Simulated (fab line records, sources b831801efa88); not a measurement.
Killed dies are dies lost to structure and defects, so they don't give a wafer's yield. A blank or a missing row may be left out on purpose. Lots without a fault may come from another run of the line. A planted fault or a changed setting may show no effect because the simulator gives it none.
One fault seen from 2 desks | flow gf180mcu | each desk has only its own numbers; what lay behind them comes last

THE TOOL OWNER'S DESK: lpcvd-01
The tool's own readings at GF_STI_CVD_03 (deposits Si3N4 from DCS/NH3, target thk 207.16 nm, time 3551 s): means of the sampled wafers that have a number, for each lot that ran on this tool. A lot is out of limits, marked OUT, if its mean lies more than 4 standard deviations from the usual mean; the brackets give that distance.
Columns: A = spike_tc_bottom_C at GF_STI_CVD_03, usual 788.8 C; B = spike_tc_centre_C at GF_STI_CVD_03, usual 770.0 C; C = spike_tc_lower_C at GF_STI_CVD_03, usual 770.2 C; D = spike_tc_upper_C at GF_STI_CVD_03, usual 770.1 C; E = susceptor_temp_C at GF_STI_CVD_03, usual 770.0 C
lot  | first seen here | A     | B                | C                | D                | E
L590 | day 1 17:23     | 790.4 | 771.0            | 769.2            | 768.1            | 770.3
L592 | day 2 04:10     | 787.9 | 768.7            | 770.6            | 772.5            | 770.4
L598 | day 3 08:34     | 787.2 | 768.6            | 771.7            | 771.6            | 770.2
L600 | day 3 18:35     | 783.1 | 763.1 (-4.6) OUT | 762.1 (-7.4) OUT | 761.6 (-4.3) OUT | 762.7 (-20) OUT
L601 | day 3 23:59     | 784.5 | 763.7 (-4.2) OUT | 762.3 (-7.2) OUT | 762.6            | 762.4 (-20) OUT
This desk's finding: out of limits on L600, L601; first on L600, day 3 18:35 (spike_tc_centre_C at GF_STI_CVD_03). In limits: L590, L592, L598.

THE METROLOGY DESK
What the gauges read, lot by lot, whatever tool the lot ran on: means of the sampled wafers that have a number. A lot is out of limits, marked OUT, if its mean lies more than 4 standard deviations from the usual mean; the brackets give that distance.
Columns: A = STI_CVD_03_THK at GF_STI_THK_MEAS_04, usual 207.2 nm; B = STI_OXIDATION_01_THK at GF_STI_THK_MEAS_22, usual 15.18 nm; C = LVPWELL_TW at GF_LVPWELL_TW_MEAS_11, usual 561; D = CONTACT_OVL at GF_CONTACT_OVL_MEAS_15, usual -2 nm
lot  | first seen here | A               | B     | C   | D
L589 | day 1 13:40     | 204.3           | 15.47 | 566 | -5
L590 | day 1 19:24     | 207.8           | 15.36 | 550 | -6
L591 | day 2 00:53     | 203.1           | 15.08 | 569 | -8
L592 | day 2 06:10     | 209.6           | 14.98 | 568 | -4
L598 | day 3 10:34     | 208.3           | 14.98 | 561 | -3
L600 | day 3 21:35     | 178.4 (-14) OUT | 15.22 | 568 | -11
L601 | day 4 01:59     | 181.8 (-13) OUT | 14.75 | 569 | 4
L602 | day 4 06:34     | 204.4           | 15.22 | 566 | -7
L603 | day 4 12:08     | 205.3           | 15.54 | 551 | 3
L604 | day 4 16:34     | 207.8           | 15.24 | 553 | 4
L606 | day 5 02:43     | 206.7           | 14.72 | 551 | -2
L609 | day 5 17:34     | 206.9           | 15.38 | 568 | 0
This desk's finding: out of limits on L600, L601; first on L600, day 3 21:35 (STI_CVD_03_THK at GF_STI_THK_MEAS_04). In limits: L589, L590, L591, L592, L598, L602, L603, L604, L606, L609.

PUT TOGETHER
The tool owner's desk could have raised an alarm at day 3 18:35, on L600, L601.
The metrology desk could have raised an alarm at day 3 21:35, on L600, L601.
Of the lots named, all ran GF_STI_CVD_03 on lpcvd-01.

WHAT THE SIMULATOR HAD PUT IN
Process parameter drift: lpcvd-01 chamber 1, from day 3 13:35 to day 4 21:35, at GF_STI_CVD_03. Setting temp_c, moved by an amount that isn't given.
Lots struck among those shown: L600, L601.
Hours from the fault's start to each desk's first reading out of limits: the tool owner's desk, 5; the metrology desk, 8.
